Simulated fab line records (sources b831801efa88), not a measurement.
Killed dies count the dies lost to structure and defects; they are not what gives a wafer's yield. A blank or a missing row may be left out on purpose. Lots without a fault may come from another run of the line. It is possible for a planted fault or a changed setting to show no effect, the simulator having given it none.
A struck lot beside a sound one    flow sfqLine    41 out of 325 route steps
Sound: these wafers, L137.1, L137.3, L137.5. Wafers L145.1, L145.2, L145.5 were the ones struck. The cause comes at the end.
For every step that has rows: the tool of each side, followed by ch and its chambers, followed by its first start. Under that, the readings that differ: sound wafers    struck wafers    difference of the means    sigmas: that difference in standard deviations of wafers without a fault.
alike: readings whose means differ by less than 2 such deviations, and words and numbers that are the same on both sides. not compared: withheld readings, readings that some wafer has no value for, bounds like >300 that may hide the same value, and numbers for which the record gives no deviation and whose values overlap.
Wherever a step has rows on one side only, a row that says differs or no value, or a row with sigmas, the two part there. When numbers do not overlap yet have no deviation, they are printed without sigmas and do not part them. A reading missing from all wafers of one side parts the sides only when that side holds two or more wafers.

SFQ_M1_OVL_MEAS_911:
  sound on overlay-01, day 21 13:25; struck on overlay-02, day 24 12:16
reading      sound      struck  difference  sigmas
M1_OVL (nm)  -5 -10 -8  3 5 8   +13         +2
SFQ_TRILAYER_M1_BARC_OPEN_METAL_ETCH_054: etches BARC in O2, target depth 125 nm, time 41.7 s.
  sound on rieMetal-04 ch 1, day 21 13:28; struck on rieMetal-01 ch 0,1, day 24 12:18
reading                   sound        struck       difference  sigmas
drypumpMotorCurrentA (A)  4.7 4.7 4.7  6.3 5.3 6.3  +1.3        +2
  alike: oesProductAu
  not compared: rfHoursCounterH
then, 4 steps without rows for these wafers: SFQ_TRILAYER_M1_ETCH_METAL_ETCH_042 (etches Nb in Cl2/Ar, stops on SiO2, target depth 240 nm, time 120 s); SFQ_TRILAYER_M1_STRIP_STRIP_043 (strips in O2); SFQ_TRILAYER_M1_STRIP_SOLV_CLEAN_044 (cleans in NMP, time 600 s); SFQ_TRILAYER_I1_DEP_PECVD_045 (deposits SiO2 from SiH4/N2O, time 111.11 s, target thk 500 nm).
SFQ_TRILAYER_I1_CMP_CMP_046: polishes SiO2.
  sound on cmp-02 ch 1,2,3, day 21 14:43; struck on cmp-02 ch 0,2,3, day 24 14:23
  alike: motorCurrentA, timeToEndpointS
SFQ_I1_BOW_MEAS_912:
  sound on filmMetro-03, day 21 17:43; struck on filmMetro-01, day 24 16:23
  alike: I1_BOW
SFQ_TRILAYER_I1_METRO_MEASURE_047:
  sound on filmMetro-03, day 21 17:50; struck on filmMetro-01, day 24 16:30
  alike: thkNm
then, 3 steps without rows for these wafers: SFQ_TRILAYER_I1_VIA_LITHO_COAT_054 (resist thk 62 nm); SFQ_TRILAYER_I1_VIA_LITHO_COAT_049 (resist thk 650 nm); SFQ_TRILAYER_I1_VIA_LITHO_SOFTBAKE_053.
-- the record jumps here: 6 days lie between the struck wafers' starts before and after --
SFQ_TRILAYER_I1_VIA_LITHO_EXPOSE_050: exposes mask I1, target cd 500 nm.
  sound on krfScanner-02 ch 0, day 28 12:13; struck on krfScanner-01 ch 0, day 31 03:57
reading                   sound              struck             difference  sigmas
model.I1.overlayXNm (nm)  1.203 1.203 1.203  164.7 164.7 164.7  +163.5      
  alike: mask
then, 2 steps without rows for these wafers: SFQ_TRILAYER_I1_VIA_LITHO_PEB_052 (peb time 60 s); SFQ_TRILAYER_I1_VIA_LITHO_DEVELOP_051 (time 60 s).
SFQ_I1_OVL_MEAS_913:
  sound on overlay-02, day 28 13:43; struck on overlay-01, day 31 05:39
reading      sound  struck       difference  sigmas
I1_OVL (nm)  2 3 7  159 167 164  +159        +28
  not compared: hold
then, 4 steps without rows for these wafers: SFQ_TRILAYER_I1_VIA_ETCH_VIA_ETCH_052 (etches SiO2 in CHF3, stops on Nb, target depth 260 nm); SFQ_TRILAYER_I1_VIA_STRIP_STRIP_053 (strips in O2); SFQ_TRILAYER_I1_VIA_STRIP_SOLV_CLEAN_054 (cleans in NMP, time 600 s); SFQ_TRILAYER_M2_DEP_PRE_CLEAN_056 (time 22.5 s).
SFQ_TRILAYER_M2_DEP_SPUTTER_055: material Nb, target thk 200 nm, time 133.3 s.
  sound on pvdSputter-06, day 28 14:43; struck on pvdSputter-04, day 31 08:15
  alike: throttleValvePct
SFQ_M2_RS_MEAS_914: measures by four-point-probe.
  sound on filmMetro-01, day 28 14:48; struck on filmMetro-04, day 31 08:21
  alike: M2_NB_RS
then, 6 steps without rows for these wafers: SFQ_TRILAYER_M2_LITHO_COAT_062 (resist thk 62 nm); SFQ_TRILAYER_M2_LITHO_COAT_057 (resist thk 600 nm); SFQ_TRILAYER_M2_LITHO_SOFTBAKE_061; SFQ_TRILAYER_M2_LITHO_EXPOSE_058 (exposes mask M2, target cd 500 nm); SFQ_TRILAYER_M2_LITHO_PEB_060 (peb time 60 s); SFQ_TRILAYER_M2_LITHO_DEVELOP_059 (time 60 s).
-- the record jumps here: 6 days lie between the struck wafers' starts before and after --
SFQ_M2_OVL_MEAS_916:
  sound on overlay-01, day 28 17:14; struck on overlay-02, day 37 14:10
  alike: M2_OVL
then, 1 step without rows for these wafers: SFQ_TRILAYER_M2_BARC_OPEN_METAL_ETCH_077 (etches BARC in O2, target depth 125 nm, time 41.7 s).
SFQ_TRILAYER_M2_ETCH_METAL_ETCH_060: etches Nb in Cl2/Ar, stops on SiO2, target depth 240 nm, time 120 s.
  sound on rieMetal-02 ch 0, day 28 17:20; struck on rieMetal-04 ch 0,1, day 37 14:16
reading                   sound        struck       difference  sigmas
drypumpMotorCurrentA (A)  6.5 6.5 6.5  5.7 4.7 4.7  -1.5        -2
  alike: oesProductAu
  not compared: rfHoursCounterH
then, 4 steps without rows for these wafers: SFQ_TRILAYER_M2_STRIP_STRIP_061 (strips in O2); SFQ_TRILAYER_M2_STRIP_SOLV_CLEAN_062 (cleans in NMP, time 600 s); SFQ_TRILAYER_I2_DEP_PECVD_063 (deposits SiO2 from SiH4/N2O, time 111.11 s, target thk 500 nm); SFQ_TRILAYER_I2_CMP_CMP_064 (polishes SiO2).
SFQ_I2_BOW_MEAS_917:
  sound on filmMetro-03, day 28 22:00; struck on filmMetro-04, day 38 14:17
reading      sound    struck    difference  sigmas
I2_BOW (um)  4 26 18  0 -4 -12  -21         -2
then, 4 steps without rows for these wafers: SFQ_TRILAYER_I2_METRO_MEASURE_065; SFQ_TRILAYER_I2_VIA_LITHO_COAT_072 (resist thk 62 nm); SFQ_TRILAYER_I2_VIA_LITHO_COAT_067 (resist thk 650 nm); SFQ_TRILAYER_I2_VIA_LITHO_SOFTBAKE_071.
-- the record jumps here: 40 days lie between the struck wafers' starts before and after --
SFQ_M8_BOW_MEAS_951:
  sound on filmMetro-03, day 77 19:59; struck on filmMetro-02, day 78 16:24
reading                 sound              struck             difference  sigmas
model.etest.i1.linkOhm  1.947 1.951 1.946  2.083 2.067 2.077  +0.128      
  alike: M8_BOW

## WHERE THEY PART
Last at SFQ_I2_BOW_MEAS_917 as far as this record goes, first at SFQ_M1_OVL_MEAS_911. Later steps at which nothing parts them and some readings are alike: SFQ_M8_BOW_MEAS_951.

WHY: the cause the simulator had injected
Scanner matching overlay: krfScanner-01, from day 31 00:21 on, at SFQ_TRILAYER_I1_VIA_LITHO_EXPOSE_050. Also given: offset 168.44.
